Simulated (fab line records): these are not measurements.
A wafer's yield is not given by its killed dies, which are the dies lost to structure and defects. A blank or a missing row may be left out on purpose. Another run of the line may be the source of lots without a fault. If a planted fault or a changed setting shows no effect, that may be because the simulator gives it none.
Code-filled problem report in 8D (eight disciplines) form	flow sfqLine	the parts of the form that need people (team, actions taken, sign-off) are left out

== 1. PROBLEM STATEMENT ==
Wafers without a fault read 148.4 s, standard deviation 0.67; runLengthS at SFQ_TRILAYER_M4_ETCH_METAL_ETCH_096 reads a mean of 179.5 s on 4 wafers belonging to 3 lots. That puts it +46 standard deviations away from the usual mean.
The step: etches Nb in Cl2/Ar, stops on SiO2, target depth 240 nm, time 120 s.
First seen on wafer L792.2, day 61 03:31, on rieMetal-03. Wafers with a number at this step in the record: 45, from 15 lots. The rule behind "out" and "out of limits": a value lying over 4 standard deviations away from the usual mean. All remaining wafers that have a number are taken as sound.

== 2. WHAT IT IS, WHAT IT ISN'T ==
question	is	is not
which readings at this step	runLengthS, oesProductAu	biasW, drypumpMotorCurrentA
which lots	L792, L794, L796	L776, L777, L778, L779, L781, L785, L786, L787, L788, L797, L798, L799
which wafers of those lots	L792.2, L794.4, L796.3, L796.6	L792.1, L792.6, L794.2, L794.6, L796.5
read on which tools	rieMetal-03	rieMetal-02, rieMetal-04
when	from day 61 03:31	up to then (29 sound wafers); but 12 sound wafers of L794, L796, L797, L798, L799 came after

== 3. WHAT RULES OUT EACH SUSPECT ==
Counting: any tool at a process step up to the reading remains a suspect provided it ran every lot that is out. Sound lots after the first of them don't rule it out here, since some wafers of a struck lot are sound.
- rieMetal-03 at SFQ_TRILAYER_M4_ETCH_METAL_ETCH_096 (etches Nb in Cl2/Ar, stops on SiO2, target depth 240 nm, time 120 s): kept. It processed each lot that is out (first: L792, day 61 03:31); up to then, its last sound lot is L785 (day 59 12:59). On those wafers its own readings are out: oesProductAu, runLengthS.
- Within rieMetal-03 at SFQ_TRILAYER_M4_ETCH_METAL_ETCH_096: the wafers that are out ran in chamber 0; their sound lot-mates ran in chamber 1.
The count leaves rieMetal-03 at SFQ_TRILAYER_M4_ETCH_METAL_ETCH_096.

== 4. THE CAUSE (what the simulator had put in) ==
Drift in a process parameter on rieMetal-03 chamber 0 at SFQ_TRILAYER_M4_ETCH_METAL_ETCH_096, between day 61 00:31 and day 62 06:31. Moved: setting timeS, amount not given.
The count eliminated every tool but this one.

== 5. THE CHAIN OF EFFECTS, in route order ==
Rows list readings where the struck wafers' mean (over those with a number) sits beyond 3 standard deviations from the usual. Readings are gone through only where the record gives a usual standard deviation; hours: the median, over the lots, of the time from a lot's start at the first step in this table giving one to that lot's start at this step; sigmas: the change measured in usual standard deviations.
hours	step	reading	usual	on struck wafers	change	sigmas
0	SFQ_TRILAYER_M4_ETCH_METAL_ETCH_096	oesProductAu	0.897 a.u.	0.789	-0.108	-13
0	SFQ_TRILAYER_M4_ETCH_METAL_ETCH_096	runLengthS	148.4 s	179.5	+31.1	+46
Process steps it contains:
- SFQ_TRILAYER_M4_ETCH_METAL_ETCH_096: etches Nb in Cl2/Ar, stops on SiO2, target depth 240 nm, time 120 s.

== 6. HOW IT WOULD HAVE BEEN CAUGHT EARLIER ==
The fault began at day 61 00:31; the first out-of-limits reading in this record came at day 61 03:31, 3 hours later.
